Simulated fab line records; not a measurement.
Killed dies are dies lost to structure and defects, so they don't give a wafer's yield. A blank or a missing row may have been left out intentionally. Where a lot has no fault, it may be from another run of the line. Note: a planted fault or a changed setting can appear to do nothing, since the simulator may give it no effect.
Split-lot trial / flow gf180mcu / 23 wafers read from 5 lots, route of 602 steps

THE SPLIT ITSELF
At GF_TOP_METAL_SPUTTER_02 (material AlCu, target thk 900 nm, time 47.82 s), the setting time s was moved away from the recipe's 47.82 s on 7 of the 23 wafers read, by -9.1% to +13.5%. All remaining wafers had this setting at the recipe value.

FROM THE SPLIT TO THE READING: what the file shows between them, 6 steps
- GF_TOP_METAL_SPUTTER_03: material Ti, target thk 5 nm, time 3.3 s
- GF_TOP_METAL_SPUTTER_04: material TiN, target thk 25 nm, time 20.8 s
- GF_TOP_METAL_RS_MEAS_05: measures by four-point-probe
- GF_TOP_METAL_THK_MEAS_06: measures by xrf
- GF_TOP_METAL_DEVELOP_13: develop time 60 s (also split here: develop time s)
- GF_TOP_METAL_CD_MEAS_14: target cd 440 nm

THE READING
oes product au, in a.u., at GF_TOP_METAL_METAL_ETCH_16 (etches the open film in Cl2/BCl3, stops on SiO2, target depth 1077.5 nm, time 179.6 s). Fault-free wafers of this fab line usually give 0.964 a.u., standard deviation 0.0063 a.u.

wafer=L074.1; tool, chamber at the split=pvd sputter-04, -; time s as run, s=47.82; against the recipe=recipe; oes product au, a.u.=0.970; against lot-mates on the recipe=-
wafer=L074.2; tool, chamber at the split=pvd sputter-04, -; time s as run, s=47.82; against the recipe=recipe; oes product au, a.u.=0.959; against lot-mates on the recipe=-
wafer=L074.4; tool, chamber at the split=pvd sputter-04, -; time s as run, s=47.82; against the recipe=recipe; oes product au, a.u.=0.976; against lot-mates on the recipe=-
wafer=L074.5; tool, chamber at the split=pvd sputter-04, -; time s as run, s=47.82; against the recipe=recipe; oes product au, a.u.=0.963; against lot-mates on the recipe=-
wafer=L074.6; tool, chamber at the split=pvd sputter-04, -; time s as run, s=47.82; against the recipe=recipe; oes product au, a.u.=0.971; against lot-mates on the recipe=-
wafer=L075.1; tool, chamber at the split=pvd sputter-04, -; time s as run, s=43.47; against the recipe=-9.1%; oes product au, a.u.=0.919; against lot-mates on the recipe=-0.045
wafer=L075.3; tool, chamber at the split=pvd sputter-04, -; time s as run, s=47.82; against the recipe=recipe; oes product au, a.u.=0.962; against lot-mates on the recipe=-
wafer=L075.4; tool, chamber at the split=pvd sputter-04, -; time s as run, s=47.82; against the recipe=recipe; oes product au, a.u.=0.965; against lot-mates on the recipe=-
wafer=L075.5; tool, chamber at the split=pvd sputter-04, -; time s as run, s=43.47; against the recipe=-9.1%; oes product au, a.u.=0.915; against lot-mates on the recipe=-0.049
wafer=L075.6; tool, chamber at the split=pvd sputter-04, -; time s as run, s=47.82; against the recipe=recipe; oes product au, a.u.=0.965; against lot-mates on the recipe=-
wafer=L083.2; tool, chamber at the split=pvd sputter-03, -; time s as run, s=47.82; against the recipe=recipe; oes product au, a.u.=0.957; against lot-mates on the recipe=-
wafer=L083.3; tool, chamber at the split=pvd sputter-03, -; time s as run, s=54.27; against the recipe=+13.5%; oes product au, a.u.=1.003; against lot-mates on the recipe=+0.045
wafer=L083.4; tool, chamber at the split=pvd sputter-03, -; time s as run, s=54.27; against the recipe=+13.5%; oes product au, a.u.=0.989; against lot-mates on the recipe=+0.031
wafer=L083.5; tool, chamber at the split=pvd sputter-03, -; time s as run, s=54.27; against the recipe=+13.5%; oes product au, a.u.=0.990; against lot-mates on the recipe=+0.032
wafer=L083.6; tool, chamber at the split=pvd sputter-03, -; time s as run, s=47.82; against the recipe=recipe; oes product au, a.u.=0.958; against lot-mates on the recipe=-
wafer=L082.1; tool, chamber at the split=pvd sputter-04, -; time s as run, s=43.57; against the recipe=-8.9%; oes product au, a.u.=0.927; against lot-mates on the recipe=-0.043
wafer=L082.2; tool, chamber at the split=pvd sputter-04, -; time s as run, s=43.57; against the recipe=-8.9%; oes product au, a.u.=0.934; against lot-mates on the recipe=-0.036
wafer=L082.3; tool, chamber at the split=pvd sputter-04, -; time s as run, s=47.82; against the recipe=recipe; oes product au, a.u.=0.972; against lot-mates on the recipe=-
wafer=L082.5; tool, chamber at the split=pvd sputter-04, -; time s as run, s=47.82; against the recipe=recipe; oes product au, a.u.=0.958; against lot-mates on the recipe=-
wafer=L082.6; tool, chamber at the split=pvd sputter-04, -; time s as run, s=47.82; against the recipe=recipe; oes product au, a.u.=0.979; against lot-mates on the recipe=-
wafer=L084.1; tool, chamber at the split=pvd sputter-03, -; time s as run, s=47.82; against the recipe=recipe; oes product au, a.u.=0.971; against lot-mates on the recipe=-
wafer=L084.2; tool, chamber at the split=pvd sputter-03, -; time s as run, s=47.82; against the recipe=recipe; oes product au, a.u.=0.963; against lot-mates on the recipe=-
wafer=L084.4; tool, chamber at the split=pvd sputter-03, -; time s as run, s=47.82; against the recipe=recipe; oes product au, a.u.=0.954; against lot-mates on the recipe=-

FIT RESULTS
A straight line over all 23 wafers: oes product au changes by +0.00308 a.u. for each +1% of time s; r = +0.90; the points scatter about the line by 0.0097 a.u.
The same after taking each lot's own level away (the mean of its wafers on the recipe; 23 wafers): +0.0035 a.u. for each +1%; r = +0.94; scatter 0.0081 a.u.
On that fit, the largest move of time s shifts the reading by 0.047 a.u.
The span of the lots' own levels, 0.9575 to 0.9697 a.u., comes to 1.9 times the standard deviation stated above.
Hence the slope depends on the lot-to-lot level, as the two fits are not the same.
Check: with one of the wafers moved furthest among these (+13.5%) left out of the fit, the line predicts +0.0433 a.u. for it against its lot-mates. Against them it came out at +0.0455 a.u.

THESE WAFERS: OTHER SPLITS
Before the reading, these wafers also passed through other splits. Each is held against what the fit with the lots' levels taken away leaves over:
other split on the same wafers=GF_M4_METAL_ETCH_16 time s; wafers away from the commonest value=12; r with oes product au (lot level and that fit taken away)=-0.31
other split on the same wafers=GF_V4_CMP_04 leave above ref nm; wafers away from the commonest value=8; r with oes product au (lot level and that fit taken away)=-0.01
other split on the same wafers=GF_V4_ETCH_16 ion energy ev; wafers away from the commonest value=4; r with oes product au (lot level and that fit taken away)=+0.27
other split on the same wafers=GF_V4_SPUTTER_21 time s; wafers away from the commonest value=7; r with oes product au (lot level and that fit taken away)=-0.05
other split on the same wafers=GF_M5_EXPOSE_04 dose mj; wafers away from the commonest value=8; r with oes product au (lot level and that fit taken away)=-0.10
other split on the same wafers=GF_M5_ETCH_09 bias w; wafers away from the commonest value=4; r with oes product au (lot level and that fit taken away)=-0.02
other split on the same wafers=GF_TOP_METAL_DEVELOP_13 develop time s; wafers away from the commonest value=9; r with oes product au (lot level and that fit taken away)=+0.14

THE WHOLE CHAIN: every reading that the file lists as answering this split, in the file's order
step=GF_TOP_METAL_SPUTTER_02; what it does=material AlCu, target thk 900 nm, time 47.82 s; reading=AlCu_of_TOP_METAL_SPUTTER_02.thk nm (the simulator's own value, which no gauge read); change (the file's fit)=+9.23 nm for each +1% of the setting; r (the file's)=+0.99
step=GF_TOP_METAL_RS_MEAS_05; what it does=measures by four-point-probe; reading=TOP_METAL_ALCU_RS; change (the file's fit)=-0.000339 for each +1% of the setting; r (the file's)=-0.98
step=GF_TOP_METAL_THK_MEAS_06; what it does=measures by xrf; reading=TOP_METAL_ALCU_THK; change (the file's fit)=+9.29 for each +1% of the setting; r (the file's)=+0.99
step=GF_TOP_METAL_METAL_ETCH_16; what it does=etches the open film in Cl2/BCl3, stops on SiO2, target depth 1077.5 nm, time 179.6 s; reading=oes product au; change (the file's fit)=+0.00369 a.u. for each +1% of the setting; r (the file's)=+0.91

THE FILE'S OWN FIT
oes product au changes by +0.00369 a.u. for each +1% of time s, r = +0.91.
